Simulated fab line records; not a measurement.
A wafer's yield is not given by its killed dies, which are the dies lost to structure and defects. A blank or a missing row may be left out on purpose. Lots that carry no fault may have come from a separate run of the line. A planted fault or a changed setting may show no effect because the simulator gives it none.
The tool behind it: which one? || flow sky130 || 36 wafers from 12 lots sampled at 3 of the route's 708 steps

== WHAT EACH GAUGE READ, for each wafer ==
SKY_VIA2_RS_MEAS_22: measurement is done with a four-point probe. Usual: VIA2_W_RS typically reads 0.274 ohm/sq, with standard deviation 0.0048.
{"lot": "L960", "measured": "day 36 16:19", "on": "filmMetro-04", "VIA2_W_RS (ohm/sq)": "0.276 0.275 0.274", "flag": ""}
{"lot": "L961", "measured": "day 37 00:11", "on": "filmMetro-03", "VIA2_W_RS (ohm/sq)": "0.275 0.272 0.272", "flag": ""}
{"lot": "L962", "measured": "day 37 03:40", "on": "filmMetro-03", "VIA2_W_RS (ohm/sq)": "0.269 0.271 0.270", "flag": ""}
{"lot": "L963", "measured": "day 37 13:34", "on": "filmMetro-04", "VIA2_W_RS (ohm/sq)": "0.277 0.273 0.274", "flag": ""}
{"lot": "L965", "measured": "day 38 10:38", "on": "filmMetro-04", "VIA2_W_RS (ohm/sq)": "0.269 0.271 0.275", "flag": ""}
{"lot": "L966", "measured": "day 38 12:05", "on": "filmMetro-03", "VIA2_W_RS (ohm/sq)": "0.279 0.277 0.275", "flag": ""}
{"lot": "L964", "measured": "day 38 12:46", "on": "filmMetro-03", "VIA2_W_RS (ohm/sq)": "0.270 0.272 0.268", "flag": ""}
{"lot": "L967", "measured": "day 39 06:04", "on": "filmMetro-03", "VIA2_W_RS (ohm/sq)": "0.276 0.278 0.277", "flag": ""}
{"lot": "L968", "measured": "day 39 14:56", "on": "filmMetro-04", "VIA2_W_RS (ohm/sq)": "0.275 0.279 0.276", "flag": ""}
{"lot": "L971", "measured": "day 40 01:04", "on": "filmMetro-03", "VIA2_W_RS (ohm/sq)": "0.280 0.279 0.274", "flag": ""}
{"lot": "L974", "measured": "day 41 01:11", "on": "filmMetro-04", "VIA2_W_RS (ohm/sq)": "0.283 0.280 0.283", "flag": ""}
{"lot": "L976", "measured": "day 41 21:31", "on": "filmMetro-03", "VIA2_W_RS (ohm/sq)": "0.266 0.268 0.267", "flag": ""}

== WHAT TOOL EACH LOT RAN ON (gives the tool, then ch and the chambers of the sampled wafers, and finally the start) ==
{"lot": "L960", "SKY_VIA1_CVD_21": "cvdW-01 ch 0,1, day 34 08:48", "SKY_VIA2_ETCH_15": "rieDiel-04 ch 0,2,3, day 36 15:28"}
{"lot": "L961", "SKY_VIA1_CVD_21": "cvdW-02 ch 0,1, day 34 15:22", "SKY_VIA2_ETCH_15": "rieDiel-03 ch 0,1,3, day 36 23:17"}
{"lot": "L962", "SKY_VIA1_CVD_21": "cvdW-01 ch 0,1, day 34 19:31", "SKY_VIA2_ETCH_15": "rieDiel-04 ch 1,2,3, day 37 02:49"}
{"lot": "L963", "SKY_VIA1_CVD_21": "cvdW-02 ch 0,1, day 35 06:09", "SKY_VIA2_ETCH_15": "rieDiel-04 ch 1,2,3, day 37 12:41"}
{"lot": "L965", "SKY_VIA1_CVD_21": "cvdW-01 ch 0,1, day 36 03:04", "SKY_VIA2_ETCH_15": "rieDiel-04 ch 0,1,2, day 38 09:44"}
{"lot": "L966", "SKY_VIA1_CVD_21": "cvdW-01 ch 0,1, day 36 03:57", "SKY_VIA2_ETCH_15": "rieDiel-04 ch 0,2, day 38 11:14"}
{"lot": "L964", "SKY_VIA1_CVD_21": "cvdW-02 ch 0,1, day 36 05:24", "SKY_VIA2_ETCH_15": "rieDiel-01 ch 0,1,2, day 38 11:53"}
{"lot": "L967", "SKY_VIA1_CVD_21": "cvdW-02 ch 0,1, day 36 22:21", "SKY_VIA2_ETCH_15": "rieDiel-01 ch 0,3, day 39 05:14"}
{"lot": "L968", "SKY_VIA1_CVD_21": "cvdW-01 ch 0,1, day 37 09:43", "SKY_VIA2_ETCH_15": "rieDiel-03 ch 0,2,3, day 39 14:05"}
{"lot": "L971", "SKY_VIA1_CVD_21": "cvdW-02 ch 0,1, day 37 19:27", "SKY_VIA2_ETCH_15": "rieDiel-03 ch 0,1, day 40 00:13"}
{"lot": "L974", "SKY_VIA1_CVD_21": "cvdW-01 ch 0, day 38 21:08", "SKY_VIA2_ETCH_15": "rieDiel-04 ch 0,2, day 41 00:17"}
{"lot": "L976", "SKY_VIA1_CVD_21": "cvdW-02 ch 0,1, day 39 17:50", "SKY_VIA2_ETCH_15": "rieDiel-03 ch 0,1, day 41 20:38"}
- SKY_VIA1_CVD_21: deposits W, target thk 270 nm, time 80.902 s.
- SKY_VIA2_ETCH_15: etches SiO2 in C4F8/O2/Ar, stops on TiN, target depth 546 nm, time 84 s.

== AS READ BY THE TOOLS THEMSELVES (means over the sampled wafers that have a number; for cases with no such wafer, the mark the record gives instead) ==
SKY_VIA1_CVD_21. Usual: 842 W for heaterPowerW, sd 96.
{"lot": "L960", "tool": "cvdW-01", "heaterPowerW (W)": 808, "flag": ""}
{"lot": "L961", "tool": "cvdW-02", "heaterPowerW (W)": 837, "flag": ""}
{"lot": "L962", "tool": "cvdW-01", "heaterPowerW (W)": 817, "flag": ""}
{"lot": "L963", "tool": "cvdW-02", "heaterPowerW (W)": 940, "flag": ""}
{"lot": "L965", "tool": "cvdW-01", "heaterPowerW (W)": 821, "flag": ""}
{"lot": "L966", "tool": "cvdW-01", "heaterPowerW (W)": 830, "flag": ""}
{"lot": "L964", "tool": "cvdW-02", "heaterPowerW (W)": 948, "flag": ""}
{"lot": "L967", "tool": "cvdW-02", "heaterPowerW (W)": 936, "flag": ""}
{"lot": "L968", "tool": "cvdW-01", "heaterPowerW (W)": 826, "flag": ""}
{"lot": "L971", "tool": "cvdW-02", "heaterPowerW (W)": 948, "flag": ""}
{"lot": "L974", "tool": "cvdW-01", "heaterPowerW (W)": 815, "flag": ""}
{"lot": "L976", "tool": "cvdW-02", "heaterPowerW (W)": 804, "flag": ""}

SKY_VIA2_ETCH_15. Usual: 0.940 a.u. for oesProductAu, sd 0.0044.
{"lot": "L960", "tool": "rieDiel-04", "oesProductAu (a.u.)": 0.939, "flag": ""}
{"lot": "L961", "tool": "rieDiel-03", "oesProductAu (a.u.)": 0.939, "flag": ""}
{"lot": "L962", "tool": "rieDiel-04", "oesProductAu (a.u.)": 0.935, "flag": ""}
{"lot": "L963", "tool": "rieDiel-04", "oesProductAu (a.u.)": 0.942, "flag": ""}
{"lot": "L965", "tool": "rieDiel-04", "oesProductAu (a.u.)": 0.945, "flag": ""}
{"lot": "L966", "tool": "rieDiel-04", "oesProductAu (a.u.)": 0.940, "flag": ""}
{"lot": "L964", "tool": "rieDiel-01", "oesProductAu (a.u.)": 0.943, "flag": ""}
{"lot": "L967", "tool": "rieDiel-01", "oesProductAu (a.u.)": 0.944, "flag": ""}
{"lot": "L968", "tool": "rieDiel-03", "oesProductAu (a.u.)": 0.937, "flag": ""}
{"lot": "L971", "tool": "rieDiel-03", "oesProductAu (a.u.)": 0.939, "flag": ""}
{"lot": "L974", "tool": "rieDiel-04", "oesProductAu (a.u.)": 0.937, "flag": ""}
{"lot": "L976", "tool": "rieDiel-03", "oesProductAu (a.u.)": 0.936, "flag": ""}

== THE ANSWER, worked out from the rows above alone ==
Rule: a lot counts as off when the mean over its wafers that have a number is more than 3 standard deviations away from the usual mean. A lot without any number at a reading at which 4 lots or more have one is off too. All remaining lots with rows at the step are treated as sound. After the gauges, taken in route order, come the tools' own readings; for these a lot's mean is taken, as printed above. At the first step where some lot is off, the reading lying furthest off is the one used; lots without a number count as furthest.
No lot is off at any reading shown: from this, nothing can be told.

== WHAT WAS PUT IN BY THE SIMULATOR ==
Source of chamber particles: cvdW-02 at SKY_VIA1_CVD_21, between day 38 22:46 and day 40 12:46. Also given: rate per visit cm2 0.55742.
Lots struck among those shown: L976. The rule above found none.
